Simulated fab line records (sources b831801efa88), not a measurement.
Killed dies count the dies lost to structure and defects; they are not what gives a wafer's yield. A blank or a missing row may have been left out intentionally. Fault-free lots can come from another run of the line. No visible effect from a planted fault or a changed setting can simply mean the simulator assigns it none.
Matching of chambers ; flow gf180mcu ; 4 sister chambers for GF_CONTACT_CMP_04 on cmp-02
The step polishes SiO2. 7 wafers are shown with their chamber, then 7 later ones without.

WAFERS PAIRED WITH THEIR CHAMBERS
wafer;chamber;motorCurrentA (A);edgeZonePressureFrac
L141.1;1;13.0;1.011
L141.2;3;12.6;0.999
L142.1;1;12.9;0.997
L142.2;2;10.9;1.000
L142.6;0;11.3;1.002
L150.1;0;11.4;0.991
L150.2;2;10.5;1.001

WAFERS MISSING THEIR CHAMBER
wafer;motorCurrentA (A);edgeZonePressureFrac
L150.6;10.8;0.995
L158.1;12.1;0.986
L158.3;13.3;0.999
L158.4;12.1;1.003
L159.1;12.7;1.004
L159.4;11.4;0.998
L159.5;11.3;1.000

WHICH CHAMBER EACH WENT THROUGH
wafer;from the rows above;in truth
L150.6;2;2
L158.1;can't be placed: 3 or 0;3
L158.3;can't be placed: 1 or 3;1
L158.4;can't be placed: 3 or 0 or 1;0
L159.1;can't be placed: 3 or 1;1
L159.4;0;0
L159.5;0;0
Correctly placed: 3 of 7. Can't be placed from these rows: 4 (the true chamber is among the candidates in 4). Placed wrongly: 0.
How it was worked out, from the rows above alone: a wafer's distance from a chamber is the root of the sum, over the readings, of the square of ((its reading less the chamber's mean) divided by the reading's scatter). The wafer belongs to the nearest chamber; if the next one is less than 2 further off, it can't be placed. A chamber's mean is the mean of its shown wafers. The scatter: take each reading less its chamber's mean, square it, sum over the shown wafers, divide by the number of wafers less the number of chambers, and take the root.
